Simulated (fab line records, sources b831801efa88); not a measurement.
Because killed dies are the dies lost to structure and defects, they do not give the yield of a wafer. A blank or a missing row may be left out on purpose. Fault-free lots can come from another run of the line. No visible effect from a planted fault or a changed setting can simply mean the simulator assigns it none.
Chamber matching	flow sfq line	SFQ_TRILAYER_I6_DEP_PECVD_165 on pecvd-03 has 3 sister chambers
The step deposits SiO2 from SiH4/N2O, time 111.11 s, target thk 500 nm. 18 wafers are shown with their chamber, then 9 later ones without.

## WAFERS, EACH WITH ITS CHAMBER
wafer	chamber	throttle valve pct (%)	heater power w (W)
L123.2	0	23.6	132
L123.5	1	24.8	77
L123.6	2	26.2	74
L125.1	2	26.4	86
L125.2	1	24.9	66
L125.5	1	25.1	71
L128.2	0	23.8	119
L128.4	1	24.7	64
L128.5	0	23.6	124
L135.2	2	26.7	86
L135.3	0	24.2	125
L135.4	1	25.0	62
L138.3	0	23.8	135
L138.4	2	26.6	74
L138.6	0	23.7	139
L140.2	1	25.0	70
L140.4	0	24.1	133
L140.6	1	25.1	72

SIGNATURES (averages over the wafers above)
reading	chamber 0	chamber 1	chamber 2	scatter within a chamber
throttle valve pct	23.829	24.943	26.475	0.203
heater power w	129.57	68.86	80.00	6.35
Rule: for a wafer and a chamber, the distance is found by dividing, reading by reading, the gap between the wafer's reading and the chamber's mean by the reading's scatter, squaring, summing and taking the root. If the next closest chamber is less than 2 further off than the closest, the wafer can't be placed; otherwise it belongs to the closest. The scatter is the square root of a quotient: the sum, over the shown wafers, of each reading's squared deviation from its chamber's mean, divided by wafers minus chambers.

## WAFERS WITH NO CHAMBER GIVEN
wafer	throttle valve pct (%)	heater power w (W)
L141.3	24.1	122
L141.4	23.9	133
L141.6	25.2	64
L142.4	27.1	89
L142.5	25.2	76
L142.6	24.0	129
L145.2	24.3	138
L145.3	26.9	79
L145.5	26.5	82

## EACH ONE'S CHAMBER
wafer	from the rows above	in truth
L141.3	0	0
L141.4	0	0
L141.6	1	1
L142.4	2	2
L142.5	1	1
L142.6	0	0
L145.2	0	0
L145.3	2	2
L145.5	2	2
9 of 9 placed correctly. Left unplaced by these rows: 0. Placed wrongly: 0.
